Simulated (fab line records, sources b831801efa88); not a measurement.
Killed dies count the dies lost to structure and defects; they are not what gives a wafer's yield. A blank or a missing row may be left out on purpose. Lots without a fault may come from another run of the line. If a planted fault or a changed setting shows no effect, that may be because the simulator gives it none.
What tool caused it? || flow gf180mcu || 11 lots, 33 wafers sampled, at 5 steps of a route of 602

WHAT EACH GAUGE READ, for each wafer
GF_MVPSD_TW_MEAS_11.
{"lot": "L438", "measured": "day 5 18:22", "on": "filmMetro-03", "MVPSD_TW": "557.6 554.2 556.7"}
{"lot": "L440", "measured": "day 6 00:37", "on": "filmMetro-03", "MVPSD_TW": "562.1 556.6 557.2"}
{"lot": "L439", "measured": "day 6 02:04", "on": "filmMetro-02", "MVPSD_TW": "558.6 557.3 559.0"}
{"lot": "L442", "measured": "day 6 12:19", "on": "filmMetro-03", "MVPSD_TW": "557.9 557.9 556.0"}
{"lot": "L445", "measured": "day 7 04:11", "on": "filmMetro-02", "MVPSD_TW": "572.1 569.8 574.5 574.0 571.2 574.4"}
{"lot": "L446", "measured": "day 7 12:28", "on": "filmMetro-03", "MVPSD_TW": "577.3 575.0 572.9 576.1 577.9 574.9"}
{"lot": "L447", "measured": "day 7 18:58", "on": "filmMetro-02", "MVPSD_TW": "553.9 555.8 553.0"}
{"lot": "L453", "measured": "day 9 07:53", "on": "filmMetro-03", "MVPSD_TW": "559.4 562.1 558.4"}
{"lot": "L457", "measured": "day 10 04:20", "on": "filmMetro-03", "MVPSD_TW": "558.6 560.7 562.0"}
{"lot": "L458", "measured": "day 10 11:10", "on": "filmMetro-02", "MVPSD_TW": "556.2 554.2 554.0"}
{"lot": "L459", "measured": "day 10 16:59", "on": "filmMetro-02", "MVPSD_TW": "556.6 555.0 551.0"}

GF_VT_IMPLANT_RS_MEAS_49: measures by four-point-probe.
{"lot": "L438", "measured": "day 8 08:31", "on": "filmMetro-02", "MVPSD_RS (ohm/sq)": "1171 1172 1172"}
{"lot": "L440", "measured": "day 8 15:58", "on": "filmMetro-03", "MVPSD_RS (ohm/sq)": "1168 1170 1167"}
{"lot": "L439", "measured": "day 8 16:59", "on": "filmMetro-03", "MVPSD_RS (ohm/sq)": "1165 1165 1165"}
{"lot": "L442", "measured": "day 9 04:58", "on": "filmMetro-03", "MVPSD_RS (ohm/sq)": "1172 1172 1171"}
{"lot": "L445", "measured": "day 9 22:43", "on": "filmMetro-03", "MVPSD_RS (ohm/sq)": "1057 1058 1059 1062 1059 1057"}
{"lot": "L446", "measured": "day 10 08:48", "on": "filmMetro-03", "MVPSD_RS (ohm/sq)": "1061 1056 1060 1058 1055 1057"}
{"lot": "L447", "measured": "day 10 15:14", "on": "filmMetro-02", "MVPSD_RS (ohm/sq)": "1172 1175 1174"}
{"lot": "L453", "measured": "day 12 09:40", "on": "filmMetro-03", "MVPSD_RS (ohm/sq)": "1162 1169 1168"}
{"lot": "L457", "measured": "day 13 08:15", "on": "filmMetro-03", "MVPSD_RS (ohm/sq)": "1163 1163 1162"}
{"lot": "L458", "measured": "day 13 17:17", "on": "filmMetro-02", "MVPSD_RS (ohm/sq)": "1171 1170 1172"}
{"lot": "L459", "measured": "day 13 22:28", "on": "filmMetro-03", "MVPSD_RS (ohm/sq)": "1167 1166 1163"}

GF_V2_BOW_MEAS_05.
{"lot": "L438", "measured": "day 20 11:42", "on": "filmMetro-03", "V2_BOW (um)": "96 100 99"}
{"lot": "L440", "measured": "day 20 18:27", "on": "filmMetro-03", "V2_BOW (um)": "112 105 105"}
{"lot": "L439", "measured": "day 20 22:41", "on": "filmMetro-03", "V2_BOW (um)": "101 99 99"}
{"lot": "L442", "measured": "day 21 15:56", "on": "filmMetro-02", "V2_BOW (um)": "88 102 97"}
{"lot": "L445", "measured": "day 22 13:52", "on": "filmMetro-02", "V2_BOW (um)": "106 110 103"}
{"lot": "L446", "measured": "day 23 02:21", "on": "filmMetro-04", "V2_BOW (um)": "96 92 82"}
{"lot": "L447", "measured": "day 23 06:21", "on": "filmMetro-03", "V2_BOW (um)": "106 99 110"}
{"lot": "L453", "measured": "day 25 06:54", "on": "filmMetro-04", "V2_BOW (um)": "103 97 96"}
{"lot": "L457", "measured": "day 26 10:53", "on": "filmMetro-03", "V2_BOW (um)": "106 96 97"}
{"lot": "L458", "measured": "day 26 20:07", "on": "filmMetro-04", "V2_BOW (um)": "107 107 99"}
{"lot": "L459", "measured": "day 26 21:38", "on": "filmMetro-02", "V2_BOW (um)": "106 88 109"}

WHAT TOOL EACH LOT RAN ON (gives the tool, then ch and the chambers of the sampled wafers, and finally the start)
{"lot": "L438", "GF_MVPSD_IMPLANT_09": "implanter-03 ch 0, day 5 18:08", "GF_DUAL_GATE_STRIP_13": "plasmaAsher-01 ch 0,1, day 9 03:56"}
{"lot": "L440", "GF_MVPSD_IMPLANT_09": "implanter-03 ch 0, day 6 00:22", "GF_DUAL_GATE_STRIP_13": "plasmaAsher-01 ch 0,1, day 9 11:08"}
{"lot": "L439", "GF_MVPSD_IMPLANT_09": "implanter-04 ch 0, day 6 01:50", "GF_DUAL_GATE_STRIP_13": "plasmaAsher-03 ch 1, day 9 12:24"}
{"lot": "L442", "GF_MVPSD_IMPLANT_09": "implanter-01 ch 0, day 6 12:04", "GF_DUAL_GATE_STRIP_13": "plasmaAsher-02 ch 1, day 10 01:41"}
{"lot": "L445", "GF_MVPSD_IMPLANT_09": "implanter-04 ch 0, day 7 03:56", "GF_DUAL_GATE_STRIP_13": "plasmaAsher-01 ch 0,1, day 10 19:20"}
{"lot": "L446", "GF_MVPSD_IMPLANT_09": "implanter-04 ch 0, day 7 12:13", "GF_DUAL_GATE_STRIP_13": "plasmaAsher-02 ch 0,1, day 11 05:08"}
{"lot": "L447", "GF_MVPSD_IMPLANT_09": "implanter-03 ch 0, day 7 18:43", "GF_DUAL_GATE_STRIP_13": "plasmaAsher-01 ch 0,1, day 11 10:53"}
{"lot": "L453", "GF_MVPSD_IMPLANT_09": "implanter-03 ch 0, day 9 07:38", "GF_DUAL_GATE_STRIP_13": "plasmaAsher-03 ch 0,1, day 13 06:56"}
{"lot": "L457", "GF_MVPSD_IMPLANT_09": "implanter-01 ch 0, day 10 04:05", "GF_DUAL_GATE_STRIP_13": "plasmaAsher-03 ch 0,1, day 14 06:29"}
{"lot": "L458", "GF_MVPSD_IMPLANT_09": "implanter-04 ch 0, day 10 10:55", "GF_DUAL_GATE_STRIP_13": "plasmaAsher-02 ch 0,1, day 14 15:35"}
{"lot": "L459", "GF_MVPSD_IMPLANT_09": "implanter-04 ch 0, day 10 16:44", "GF_DUAL_GATE_STRIP_13": "plasmaAsher-01 ch 0,1, day 14 21:20"}
- GF_MVPSD_IMPLANT_09
- GF_DUAL_GATE_STRIP_13: strips in O2/N2.

AS READ BY THE TOOLS THEMSELVES (means over the sampled wafers that have a number; for cases with no such wafer, the mark the record gives instead)
GF_MVPSD_IMPLANT_09.
{"lot": "L438", "tool": "implanter-03", "doseIonsCm2": 4.999e+12, "faradayCurrentUA": 27.9}
{"lot": "L440", "tool": "implanter-03", "doseIonsCm2": 4.993e+12, "faradayCurrentUA": 28.2}
{"lot": "L439", "tool": "implanter-04", "doseIonsCm2": 4.999e+12, "faradayCurrentUA": 27.9}
{"lot": "L442", "tool": "implanter-01", "doseIonsCm2": 5.004e+12, "faradayCurrentUA": 28.3}
{"lot": "L445", "tool": "implanter-04", "doseIonsCm2": 8.057e+12, "faradayCurrentUA": 45.3}
{"lot": "L446", "tool": "implanter-04", "doseIonsCm2": 8.054e+12, "faradayCurrentUA": 45.7}
{"lot": "L447", "tool": "implanter-03", "doseIonsCm2": 4.994e+12, "faradayCurrentUA": 28.5}
{"lot": "L453", "tool": "implanter-03", "doseIonsCm2": 5.003e+12, "faradayCurrentUA": 28.0}
{"lot": "L457", "tool": "implanter-01", "doseIonsCm2": 4.992e+12, "faradayCurrentUA": 28.6}
{"lot": "L458", "tool": "implanter-04", "doseIonsCm2": 5.000e+12, "faradayCurrentUA": 28.2}
{"lot": "L459", "tool": "implanter-04", "doseIonsCm2": 4.996e+12, "faradayCurrentUA": 28.1}

GF_DUAL_GATE_STRIP_13.
{"lot": "L438", "tool": "plasmaAsher-01", "drypumpMotorCurrentA (A)": 6.0, "heaterPowerW (W)": 384, "oesProductAu (a.u.)": 0.714, "platenTempC (C)": 250.08, "stripTimeToEndpointS (s)": 12.68}
{"lot": "L440", "tool": "plasmaAsher-01", "drypumpMotorCurrentA (A)": 6.0, "heaterPowerW (W)": 387, "oesProductAu (a.u.)": 0.718, "platenTempC (C)": 249.95, "stripTimeToEndpointS (s)": 12.65}
{"lot": "L439", "tool": "plasmaAsher-03", "drypumpMotorCurrentA (A)": 5.5, "heaterPowerW (W)": 319, "oesProductAu (a.u.)": 0.715, "platenTempC (C)": 249.74, "stripTimeToEndpointS (s)": 12.66}
{"lot": "L442", "tool": "plasmaAsher-02", "drypumpMotorCurrentA (A)": 5.3, "heaterPowerW (W)": 328, "oesProductAu (a.u.)": 0.717, "platenTempC (C)": 249.87, "stripTimeToEndpointS (s)": 12.69}
{"lot": "L445", "tool": "plasmaAsher-01", "drypumpMotorCurrentA (A)": 6.0, "heaterPowerW (W)": 387, "oesProductAu (a.u.)": 0.715, "platenTempC (C)": 249.87, "stripTimeToEndpointS (s)": 12.62}
{"lot": "L446", "tool": "plasmaAsher-02", "drypumpMotorCurrentA (A)": 5.8, "heaterPowerW (W)": 308, "oesProductAu (a.u.)": 0.715, "platenTempC (C)": 249.88, "stripTimeToEndpointS (s)": 12.61}
{"lot": "L447", "tool": "plasmaAsher-01", "drypumpMotorCurrentA (A)": 5.8, "heaterPowerW (W)": 423, "oesProductAu (a.u.)": 0.715, "platenTempC (C)": 249.76, "stripTimeToEndpointS (s)": 12.74}
{"lot": "L453", "tool": "plasmaAsher-03", "drypumpMotorCurrentA (A)": 5.6, "heaterPowerW (W)": 321, "oesProductAu (a.u.)": 0.712, "platenTempC (C)": 249.99, "stripTimeToEndpointS (s)": 12.59}
{"lot": "L457", "tool": "plasmaAsher-03", "drypumpMotorCurrentA (A)": 5.6, "heaterPowerW (W)": 324, "oesProductAu (a.u.)": 0.716, "platenTempC (C)": 250.07, "stripTimeToEndpointS (s)": 12.63}
{"lot": "L458", "tool": "plasmaAsher-02", "drypumpMotorCurrentA (A)": 5.5, "heaterPowerW (W)": 321, "oesProductAu (a.u.)": 0.715, "platenTempC (C)": 249.90, "stripTimeToEndpointS (s)": 12.77}
{"lot": "L459", "tool": "plasmaAsher-01", "drypumpMotorCurrentA (A)": 5.7, "heaterPowerW (W)": 425, "oesProductAu (a.u.)": 0.715, "platenTempC (C)": 249.89, "stripTimeToEndpointS (s)": 12.66}

THE ANSWER, worked out from the rows above alone
Rule: the usual values come from the lots themselves. The widest of any qualifying gaps counts: lots, ordered by their means at a reading, are off when they make up no more than a third of the lots, leave a main group of 4 or more, and stand apart from it by 3 or more times the standard deviation of that group's means. A main group is skipped when, at the precision printed for the reading in the tables above, its means are all equal. A lot without any number at a reading at which 4 lots or more have one is off too. Where the step has rows for the other lots, those lots are counted as sound. First the gauges in route order, then the tools' own readings, where a lot's mean is used as printed above. The first step at which some lot is off is used, and at that step the reading that is off furthest; a lot without a number counts as furthest.
Off: L445, L446, at GF_MVPSD_TW_MEAS_11 (MVPSD_TW). The main group: mean 557.1, standard deviation 2.3.
If a tool, at a process step before that reading, ran all the lots that are off and no sound lot after the first of them, it fits. The gauges at GF_MVPSD_TW_MEAS_11 aren't tried: what is off there is off at GF_MVPSD_IMPLANT_09 too, on other tools, and a gauge's error can't cause that. Of those tried, none fits.

WHAT THE SIMULATOR PUT IN
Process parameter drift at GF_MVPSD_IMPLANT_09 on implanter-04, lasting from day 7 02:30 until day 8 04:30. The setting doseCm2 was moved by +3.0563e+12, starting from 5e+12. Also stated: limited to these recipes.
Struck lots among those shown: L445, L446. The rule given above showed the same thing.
